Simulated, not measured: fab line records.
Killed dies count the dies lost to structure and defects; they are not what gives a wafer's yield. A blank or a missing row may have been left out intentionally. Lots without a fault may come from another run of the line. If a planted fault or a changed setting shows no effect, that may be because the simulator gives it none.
Which tool is to blame? ; flow sky130 ; Sampling: 14 lots, 42 wafers, 5 of 708 route steps

## WHAT EACH GAUGE READ, for each wafer
SKY_PASSIVATION_THK_MEAS_01.
lot;measured;on;PASSIVATION_CVD_00_THK (nm)
L328;day 45 13:05;film_metro-01;89.3 88.8 89.9
L329;day 45 21:33;film_metro-04;89.2 91.6 91.5
L331;day 46 21:04;film_metro-03;88.2 89.8 90.4
L332;day 47 00:34;film_metro-03;91.2 92.6 93.4
L333;day 47 03:04;film_metro-01;88.8 91.1 90.1
L334;day 47 06:17;film_metro-03;87.8 86.8 89.1
L335;day 47 16:32;film_metro-01;89.7 87.9 89.6
L336;day 47 22:08;film_metro-03;87.7 89.2 89.6
L339;day 48 17:07;film_metro-01;88.7 89.5 91.4
L340;day 49 00:04;film_metro-03;89.6 90.1 91.4
L342;day 49 03:04;film_metro-01;89.8 90.6 90.5
L341;day 49 03:57;film_metro-03;89.2 89.9 90.9
L350;day 50 17:43;film_metro-03;88.3
L351;day 50 21:28;film_metro-03;88.9 90.8

## WHAT TOOL EACH LOT RAN ON (gives the tool, then ch and the chambers of the sampled wafers, and finally the start)
lot;SKY_VIA4_CMP_02;SKY_METAL5_SPUTTER_04;SKY_METAL5_METAL_ETCH_15;SKY_METAL5_STRIP_16
L328;cmp-02 ch 0,2,3, day 43 12:44;pvd_sputter-01, day 44 13:13;rie_metal-01 ch 0,1, day 45 12:11;plasma_asher-02 ch 0,1, day 45 12:25
L329;cmp-02 ch 0,1,2, day 43 21:55;pvd_sputter-01, day 44 23:04;rie_metal-03 ch 0,1, day 45 20:41;plasma_asher-03 ch 0,1, day 45 20:55
L331;cmp-02 ch 1,2, day 44 21:50;pvd_sputter-03, day 45 21:57;rie_metal-01 ch 0,1, day 46 20:13;plasma_asher-04 ch 0,1, day 46 20:28
L332;cmp-01 ch 1,2, day 45 01:16;pvd_sputter-01, day 46 01:49;rie_metal-03 ch 0,1, day 46 23:46;plasma_asher-03 ch 0,1, day 46 23:57
L333;cmp-02 ch 1,3, day 45 04:32;pvd_sputter-01, day 46 04:40;rie_metal-01 ch 0, day 47 02:11;plasma_asher-02 ch 0, day 47 02:25
L334;cmp-02 ch 1,3, day 45 07:52;pvd_sputter-01, day 46 07:56;rie_metal-02 ch 0,1, day 47 05:25;plasma_asher-04 ch 0,1, day 47 05:40
L335;cmp-01 ch 0,1, day 45 18:53;pvd_sputter-04, day 46 18:42;rie_metal-01 ch 0,1, day 47 15:41;plasma_asher-04 ch 0,1, day 47 15:55
L336;cmp-02 ch 1,2, day 46 01:19;pvd_sputter-04, day 47 00:28;rie_metal-01 ch 0,1, day 47 21:17;plasma_asher-02 ch 0,1, day 47 21:31
L339;cmp-01 ch 0,1, day 46 20:52;pvd_sputter-01, day 47 19:20;rie_metal-03 ch 1, day 48 16:14;plasma_asher-04 ch 0,1, day 48 16:28
L340;cmp-02 ch 0,3, day 47 03:31;pvd_sputter-04, day 48 02:42;rie_metal-01 ch 1, day 48 23:11;plasma_asher-02 ch 0,1, day 48 23:25
L342;cmp-01 ch 0,1,2, day 47 07:20;pvd_sputter-01, day 48 05:46;rie_metal-02 ch 0,1, day 49 02:16;plasma_asher-04 ch 0,1, day 49 02:27
L341;cmp-02 ch 0,3, day 47 07:58;pvd_sputter-03, day 48 06:37;rie_metal-01 ch 0,1, day 49 03:10;plasma_asher-04 ch 0,1, day 49 03:21
L350;cmp-02 ch 1,3, day 49 02:04;pvd_sputter-01, day 49 22:50;rie_metal-01 ch 1, day 50 16:38;plasma_asher-04 ch 0,1, day 50 16:52
L351;cmp-02 ch 1,2,3, day 49 06:05;pvd_sputter-04, day 50 03:02;rie_metal-01 ch 0,1, day 50 20:35;plasma_asher-03 ch 0,1, day 50 20:49
- SKY_VIA4_CMP_02: polishes SiO2.
- SKY_METAL5_SPUTTER_04: material TiN, target thk 70 nm, time 58.3 s.
- SKY_METAL5_METAL_ETCH_15: etches the open film in Cl2/BCl3, stops on SiO2, target depth 1260 nm, time 252 s.
- SKY_METAL5_STRIP_16: strips in O2/N2.

## AS READ BY THE TOOLS THEMSELVES (means over the sampled wafers that have a number; for cases with no such wafer, the mark the record gives instead)
SKY_VIA4_CMP_02.
lot;tool;motor_current_A (A)
L328;cmp-02;11.8
L329;cmp-02;12.1
L331;cmp-02;12.4
L332;cmp-01;11.5
L333;cmp-02;12.7
L334;cmp-02;13.0
L335;cmp-01;11.8
L336;cmp-02;11.8
L339;cmp-01;11.7
L340;cmp-02;12.5
L342;cmp-01;12.2
L341;cmp-02;12.5
L350;cmp-02;13.1
L351;cmp-02;12.2

SKY_METAL5_SPUTTER_04.
lot;tool;chamber_pressure_pa (Pa);throttle_valve_pct (%)
L328;pvd_sputter-01;0.4008;30.3
L329;pvd_sputter-01;0.3997;29.6
L331;pvd_sputter-03;0.4013;29.8
L332;pvd_sputter-01;0.4003;28.5
L333;pvd_sputter-01;0.4003;29.7
L334;pvd_sputter-01;0.3993;30.7
L335;pvd_sputter-04;0.4008;30.8
L336;pvd_sputter-04;0.4015;30.7
L339;pvd_sputter-01;0.4004;29.9
L340;pvd_sputter-04;0.4004;30.9
L342;pvd_sputter-01;0.4002;28.6
L341;pvd_sputter-03;0.4003;30.3
L350;pvd_sputter-01;0.3998;30.5
L351;pvd_sputter-04;0.4009;30.8

SKY_METAL5_METAL_ETCH_15.
lot;tool;drypump_motor_current_A (A);oes_product_au (a.u.);throttle_valve_pct (%)
L328;rie_metal-01;5.6;0.894;22.260
L329;rie_metal-03;6.0;0.890;22.258
L331;rie_metal-01;5.6;0.897;22.271
L332;rie_metal-03;5.8;0.894;22.264
L333;rie_metal-01;5.8;0.891;22.256
L334;rie_metal-02;5.7;0.898;22.268
L335;rie_metal-01;5.6;0.890;22.258
L336;rie_metal-01;5.6;0.893;22.253
L339;rie_metal-03;6.4;0.895;22.255
L340;rie_metal-01;5.1;0.898;22.255
L342;rie_metal-02;6.0;0.895;22.252
L341;rie_metal-01;5.3;0.893;22.268
L350;rie_metal-01;5.1;0.838;22.268
L351;rie_metal-01;5.6;0.866;22.260

SKY_METAL5_STRIP_16.
lot;tool;drypump_motor_current_A (A);n2_flow_sccm (sccm);oes_product_au (a.u.);strip_time_to_endpoint_s (s)
L328;plasma_asher-02;6.0;300.3;0.712;13.14
L329;plasma_asher-03;5.6;300.5;0.711;13.14
L331;plasma_asher-04;5.5;300.0;0.711;13.06
L332;plasma_asher-03;5.3;300.7;0.712;13.08
L333;plasma_asher-02;4.8;300.4;0.709;13.15
L334;plasma_asher-04;5.5;300.2;0.709;13.11
L335;plasma_asher-04;5.7;299.1;0.714;13.20
L336;plasma_asher-02;6.0;300.7;0.705;13.20
L339;plasma_asher-04;5.5;299.8;0.713;13.27
L340;plasma_asher-02;6.0;300.4;0.707;13.21
L342;plasma_asher-04;5.7;301.1;0.713;13.10
L341;plasma_asher-04;5.5;300.6;0.709;13.11
L350;plasma_asher-04;5.5;300.0;0.707;14.93
L351;plasma_asher-03;5.6;300.5;0.707;14.02

## THE ANSWER, worked out from the rows above alone
Rule: usual is defined by the lots themselves. Put in order of their means at a reading, lots are off if they are a third of the lots or fewer, leave a main group of 4 or more, and stand apart from it by a gap of 3 or more times the standard deviation of the main group's means; of several such gaps the widest counts. A main group whose means are all the same, to the digits that the tables above print for the reading, isn't used. A lot without any number at a reading at which 4 lots or more have one is off too. The other lots that the step has rows for count as sound. First the gauges in route order, then the tools' own readings, where a lot's mean is used as printed above. At the first step where some lot is off, the reading lying furthest off is the one used; lots without a number count as furthest.
Off, at SKY_METAL5_METAL_ETCH_15 on oes_product_au: L350, L351. The main group: mean 0.894 a.u., standard deviation 0.0027.
If a tool, at that step or one of the process steps before it, ran each lot that is off and ran no sound lot following the first of them, it fits. This does not decide it: 2 tools fit, namely cmp-02 at SKY_VIA4_CMP_02 and rie_metal-01 at SKY_METAL5_METAL_ETCH_15.

## WHAT THE SIMULATOR HAD PUT IN
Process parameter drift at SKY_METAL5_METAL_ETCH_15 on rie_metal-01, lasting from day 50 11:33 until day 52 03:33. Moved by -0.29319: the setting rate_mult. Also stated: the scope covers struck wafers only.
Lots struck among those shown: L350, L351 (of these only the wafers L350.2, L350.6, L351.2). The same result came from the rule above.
